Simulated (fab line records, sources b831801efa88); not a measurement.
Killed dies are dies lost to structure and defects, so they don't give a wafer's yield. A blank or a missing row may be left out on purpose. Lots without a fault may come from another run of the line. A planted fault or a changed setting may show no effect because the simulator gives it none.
fab line records | flow sky130
record lots=15 wafers=45 last_day=50
route steps=708 shown VT_ADJUST_PCH@152 POLY_GATE@236 LDD_N@243 LDD_LDN@301
lots that met no fault: from a run of the same line without faults
start_h: hours from the record's first day to the start of the lot's first wafer shown | wait_h: hours since the lot's step before | " the same as in the row above | L1.1+2: a row that stands for several wafers | - no value, or no start given | * or withheld: withheld | < > ~ a bound
route shown NAME@n: a module of which the file shows steps, and the number in the route of the first | usual: mean/standard deviation of fault-free wafers | same: alike in all rows | chamber/n: place in a boat | sites: the reading at each site | _std_site: their standard deviation | _edge_site: outer sites' mean less inner sites' | radius_mm: how far each site lies from the wafer's centre | mask NAME#n: copy n | behind: the tool/chamber that last shaped the wafer | hold: why the lot was held/for how many hours/how that ended | device: the transistor (n, p or np) that didn't switch | end of line: the same wafers' tests at the end of the route | a step without rows: its recipe alone | killed: dies lost to structure and defects at the first sort, not the wafer's yield | map: a wafer's dies, x killed, . not, _ none there
set.NAME: the setting as run; set.NAME@STEP: as run at that earlier step | model.NAME: the simulator's own value behind a step, which no gauge read
steps of the route over a sample of lots; a table a step, a row a wafer
services: from which hour (start_h, from the record's first day; less than 0 if before it) a tool's chamber was out of use, for how many hours, and why
## steps
# step SKY_VT_ADJUST_PCH_STRIP_09
# recipe chemistry=O2/N2 power_w=1400 pressure_mtorr=1500 platen_temp_c=withheld o2_flow_sccm=3000 n2_flow_sccm=300 overash_fraction=0.5
# usual drypump_motor_current_A=5.9/0.41 oes_product_au=0.722/0.0045 strip_time_to_endpoint_s=36.89/0.1
# columns lot.wafer tool chamber start_h wait_h drypump_motor_current_A oes_product_au rf_hours_counter_h strip_time_to_endpoint_s
L684.1 plasma_asher-03 0 225.63 0.1 6.2 0.724 10 37.07
L684.2 " 1 " " 6.2 0.723 10 37.12
L684.6 " 0 " " 6.2 0.735 - 37.03
L685.1 plasma_asher-03 0 238.68 0.1 6.2 0.724 12 36.82
L685.2 " 1 " " 6.3 0.726 12 36.77
L685.6 " 1 " " 6.2 0.720 - 36.64
L687.3 plasma_asher-03 1 260.16 0.1 6.2 0.718 - 36.87
L687.5 " 1 " " 6.2 0.721 - 36.78
L687.6 " 0 " " 6.2 0.718 - 36.91
L686.4 plasma_asher-03 1 262.06 0.1 6.2 0.721 - 36.87
L686.5 " 1 " " 6.2 0.726 - 36.85
L686.6 " 0 " " 6.2 0.718 - 36.85
L689.1 plasma_asher-02 0 271.78 0.1 5.8 0.724 56 36.71
L689.4 " 1 " " 6.1 0.716 - 36.90
L689.6 " 1 " " 6.1 0.722 - 36.80
L691.2 plasma_asher-04 0 291.67 0.1 5.6 0.713 58 36.80
L691.4 " 1 " " 4.9 0.724 - 36.90
L691.6 " 0 " " 5.6 0.720 - 36.80
L692.1 plasma_asher-04 1 301.98 0.1 4.9 0.726 59 36.99
L692.2 " 0 " " 5.6 0.722 59 36.95
L692.5 " 1 " " 4.9 0.718 - 37.06
L693.3 plasma_asher-03 0 306.20 0.2 6.2 0.721 - 36.88
L693.4 " 1 " " 6.2 0.730 - 36.83
L693.6 " 1 " " 6.2 0.722 - 36.91
L694.4 plasma_asher-03 0 316.21 0.1 6.2 0.717 - 36.87
L694.5 " 1 " " 6.2 0.727 - 36.98
L694.6 " 0 " " 6.2 0.726 - 37.02
L696.2 plasma_asher-02 0 327.02 0.1 5.8 0.722 61 36.90
L696.3 " 0 " " 5.8 0.728 - 37.07
L696.6 " 0 " " 5.8 0.721 - 36.94
L697.1 plasma_asher-02 1 342.58 0.1 6.0 0.721 63 36.99
L697.4 " 0 " " 5.8 0.716 - 36.97
L697.6 " 1 " " 6.0 0.715 - 36.91
L698.3 plasma_asher-02 1 348.15 0.1 6.0 0.718 - 36.74
L698.5 " 0 " " 5.8 0.719 - 36.86
L698.6 " 1 " " 6.1 0.719 - 36.87
L704.1 plasma_asher-04 1 398.28 0.1 4.9 0.723 67 36.98
L704.3 " 1 " " 4.9 0.721 - 37.06
L704.6 " 0 " " 5.6 0.729 - 37.12
L706.1 plasma_asher-03 1 410.53 0.1 6.3 0.722 29 36.76
L706.2 " 0 " " 6.2 0.727 29 36.88
L706.3 " 0 " " 6.2 0.726 - 36.87
L707.3 plasma_asher-04 1 419.22 0.1 4.9 0.720 - 36.98
L707.4 " 0 " " 5.6 0.719 - 36.96
L707.5 " 1 " " 4.9 0.716 - 36.90
# step SKY_POLY_GATE_CD_MEAS_22
# usual cd_nm=150/3.1
# columns lot.wafer tool chamber start_h wait_h cd_nm
L684.1 cd_sem-01 - 378.75 0.1 151
L684.2 " - " " 150
L684.6 " - " " 149
L685.1 cd_sem-02 - 391.05 0.1 147
L685.2 " - " " 149
L685.6 " - " " 147
L687.3 cd_sem-01 - 414.39 0.1 150
L687.5 " - " " 149
L687.6 " - " " 148
L686.4 cd_sem-01 - 417.02 0.1 150
L686.5 " - " " 150
L686.6 " - " " 151
L689.1 cd_sem-02 - 429.55 0.1 153
L689.4 " - " " 157
L689.6 " - " " 157
L691.2 cd_sem-02 - 451.37 0.1 154
L691.4 " - " " 153
L691.6 " - " " 156
L692.1 cd_sem-02 - 465.95 0.1 157
L692.2 " - " " 156
L692.5 " - " " 155
L693.3 cd_sem-02 - 470.81 0.1 147
L693.4 " - " " 150
L693.6 " - " " 152
L694.4 cd_sem-02 - 479.22 0.1 149
L694.5 " - " " 151
L694.6 " - " " 149
L696.2 cd_sem-02 - 497.08 0.1 151
L696.3 " - " " 149
L696.6 " - " " 149
L697.1 cd_sem-01 - 507.25 0.1 150
L697.4 " - " " 155
L697.6 " - " " 149
L698.3 cd_sem-01 - 514.49 0.1 149
L698.5 " - " " 151
L698.6 " - " " 149
L704.1 cd_sem-02 - 562.55 0.1 150
L704.3 " - " " 149
L704.6 " - " " 149
L706.1 cd_sem-01 - 576.19 0.1 150
L706.2 " - " " 151
L706.3 " - " " 152
L707.3 cd_sem-01 - 594.05 0.1 155
L707.4 " - " " 152
L707.5 " - " " 150
# step SKY_LDD_N_DEVELOP_06
# recipe develop_time_s=60 dev_temp_c=23
# usual chill_plate_temp_C=22.99/0.093 develop_time_s=60/0
# columns lot.wafer tool chamber start_h wait_h chill_plate_temp_C develop_time_s
L684.1 litho_track-04 0 407.94 0.1 23.13 60
L684.2 " 0 " " 22.90 60
L684.6 " 0 " " 22.95 60
L685.1 litho_track-02 0 420.73 0.1 22.98 60
L685.2 " 0 " " 23.03 60
L685.6 " 0 " " 22.95 60
L687.3 litho_track-04 0 445.14 0.1 22.94 60
L687.5 " 0 " " 22.96 60
L687.6 " 0 " " 22.94 60
L686.4 litho_track-04 0 446.67 0.1 22.96 60
L686.5 " 0 " " 23.12 60
L686.6 " 0 " " 22.93 60
L689.1 litho_track-02 0 459.83 0.1 22.97 60
L689.4 " 0 " " 22.79 60
L689.6 " 0 " " 23.00 60
L691.2 litho_track-04 0 482.62 0.1 22.97 60
L691.4 " 0 " " 22.87 60
L691.6 " 0 " " 22.89 60
L692.1 litho_track-02 0 496.18 0.1 23.03 60
L692.2 " 0 " " 23.07 60
L692.5 " 0 " " 23.09 60
L693.3 litho_track-04 0 500.79 0.1 23.14 60
L693.4 " 0 " " 22.99 60
L693.6 " 0 " " 22.93 60
L694.4 litho_track-01 0 509.85 0.1 23.13 60
L694.5 " 0 " " 22.97 60
L694.6 " 0 " " 22.92 60
L696.2 litho_track-01 - 527.15 0.1 - -
L696.3 " - " " - -
L696.6 " - " " - -
L697.1 litho_track-01 - 536.78 0.1 - -
L697.4 " - " " - -
L697.6 " - " " - -
L698.3 litho_track-04 - 544.59 0.1 - -
L698.5 " - " " - -
L698.6 " - " " - -
L704.1 litho_track-04 0 591.64 0.1 23.06 60
L704.3 " 0 " " 23.13 60
L704.6 " 0 " " 23.11 60
L706.1 litho_track-04 0 605.59 0.1 22.82 60
L706.2 " 0 " " 23.09 60
L706.3 " 0 " " 22.88 60
L707.3 litho_track-04 0 623.09 0.1 22.86 60
L707.4 " 0 " " 23.03 60
L707.5 " 0 " " 22.99 60
# step SKY_LDD_LDN_STRIP_12
# recipe chemistry=O2/N2 power_w=1400 pressure_mtorr=1500 platen_temp_c=withheld o2_flow_sccm=3000 n2_flow_sccm=300 overash_fraction=0.5
# usual drypump_motor_current_A=5.7/0.51 oes_product_au=0.716/0.0042 strip_time_to_endpoint_s=14.17/0.038
# columns lot.wafer tool chamber start_h wait_h drypump_motor_current_A oes_product_au rf_hours_counter_h strip_time_to_endpoint_s
L684.1 plasma_asher-04 1 531.82 0.1 4.9 0.719 10 14.20
L684.2 " 0 " " 5.6 0.719 10 14.16
L684.6 " 0 " " 5.6 0.714 - 14.18
L685.1 plasma_asher-04 1 544.42 0.1 4.9 0.717 11 14.21
L685.2 " 0 " " 5.6 0.717 11 14.20
L685.6 " 1 " " 4.9 0.724 - 14.21
L687.3 plasma_asher-01 1 567.15 0.1 5.3 0.714 - 14.13
L687.5 " 0 " " 5.7 0.713 - 14.15
L687.6 " 1 " " 5.3 0.723 - 14.11
L686.4 plasma_asher-03 0 568.45 0.1 6.2 0.715 - 14.23
L686.5 " 1 " " 6.3 0.723 - 14.15
L686.6 " 0 " " 6.2 0.719 - 14.22
L689.1 plasma_asher-04 0 581.82 0.1 5.6 0.711 16 14.21
L689.4 " 0 " " 5.6 0.708 - 14.22
L689.6 " 1 " " 4.9 0.718 - 14.19
L691.2 plasma_asher-04 0 604.77 0.1 5.6 0.709 18 14.12
L691.4 " 1 " " 4.9 0.721 - 14.12
L691.6 " 1 " " 4.9 0.717 - 14.12
L692.1 plasma_asher-03 1 616.37 0.1 6.2 0.718 50 14.09
L692.2 " 0 " " 6.2 0.717 50 14.13
L692.5 " 0 " " 6.2 0.717 - 14.13
L693.3 plasma_asher-01 0 621.40 0.1 5.7 0.716 - 14.12
L693.4 " 1 " " 5.3 0.715 - 14.16
L693.6 " 0 " " 5.7 0.723 - 14.12
L694.4 plasma_asher-04 0 629.70 0.1 5.6 0.709 - 14.18
L694.5 " 1 " " 4.9 0.722 - 14.15
L694.6 " 0 " " 5.6 0.717 - 14.16
L696.2 plasma_asher-03 0 647.48 0.1 6.2 0.717 53 14.15
L696.3 " 1 " " 6.2 0.719 - 14.16
L696.6 " 0 " " 6.2 0.714 - 14.18
L697.1 plasma_asher-03 1 655.38 0.1 6.2 0.718 54 14.18
L697.4 " 0 " " 6.2 0.712 - 14.15
L697.6 " 1 " " 6.2 0.718 - 14.15
L698.3 plasma_asher-03 1 664.30 0.1 6.2 0.719 - 14.18
L698.5 " 0 " " 6.2 0.721 - 14.17
L698.6 " 1 " " 6.2 0.714 - 14.24
L704.1 plasma_asher-01 0 708.07 0.1 5.7 0.713 92 14.22
L704.3 " 0 " " 5.7 0.716 - 14.24
L704.6 " 1 " " 5.3 0.716 - 14.20
L706.1 plasma_asher-03 0 721.57 0.1 6.2 0.715 60 14.21
L706.2 " 1 " " 6.2 0.712 60 14.15
L706.3 " 1 " " 6.2 0.717 - 14.19
L707.3 plasma_asher-04 0 739.11 0.1 5.6 0.713 - 14.15
L707.4 " 1 " " 4.9 0.717 - 14.20
L707.5 " 0 " " 5.6 0.716 - 14.16
## services
# columns tool chamber start_h hours kind
plasma_asher-04 - 211.45 3.7 repair
plasma_asher-02 - 301.22 6.1 repair
plasma_asher-04 - 303.50 14.6 pm
plasma_asher-03 - 371.09 4.2 repair
plasma_asher-03 - 376.37 1.2 repair
plasma_asher-02 - 390.57 28.1 pm
plasma_asher-04 - 421.25 9.0 pm
plasma_asher-04 0 421.25 9.0 vent_cycle
plasma_asher-04 1 421.25 9.0 vent_cycle
plasma_asher-04 - 423.40 4.6 repair
plasma_asher-03 - 424.96 4.3 pm
plasma_asher-04 0 430.25 - clean
plasma_asher-04 1 430.25 - clean
plasma_asher-04 - 462.35 2.8 pm
plasma_asher-03 - 474.88 5.8 pm
plasma_asher-04 - 519.57 1.4 repair
plasma_asher-02 - 532.78 2.8 pm
plasma_asher-02 - 541.63 0.8 repair
plasma_asher-02 - 547.93 28.2 repair
plasma_asher-04 - 595.59 1.7 repair
plasma_asher-04 - 630.75 2.6 repair
plasma_asher-02 - 683.71 4.1 repair
plasma_asher-03 - 698.24 2.8 pm
plasma_asher-02 - 733.75 9.0 pm
## key
first_sign step=SKY_LDD_N_DEVELOP_06 reading=tool_record direction=missing
effect none on later readings
met_at SKY_LDD_N_DEVELOP_06
struck_lots L696,L697,L698
sort_left_out L696.2,L696.3,L696.6,L697.1,L697.4,L697.6,L698.3,L698.5,L698.6
tester_left_out L696,L697,L698
not_acting_at SKY_VT_ADJUST_PCH_STRIP_09,SKY_POLY_GATE_CD_MEAS_22,SKY_LDD_LDN_STRIP_12
onset_between 509.85 527.15
fault kind=skipped_step_whole tool=litho_track-01,litho_track-04 chamber=- onset_h=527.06 steps=SKY_LDD_N_DEVELOP_06 scope=struck_lots_only
# tester_left_out: of these lots the tester's yield and bins aren't shown, on N5 and GAA mostly nor the transistor test; their killed dies are dies lost to structure and defects alone, not to doping, threshold or leakage, so they don't give the yield
# sort_left_out: the simulated sort isn't trusted on such a fault, so these wafers' sort isn't shown, and their yield isn't known
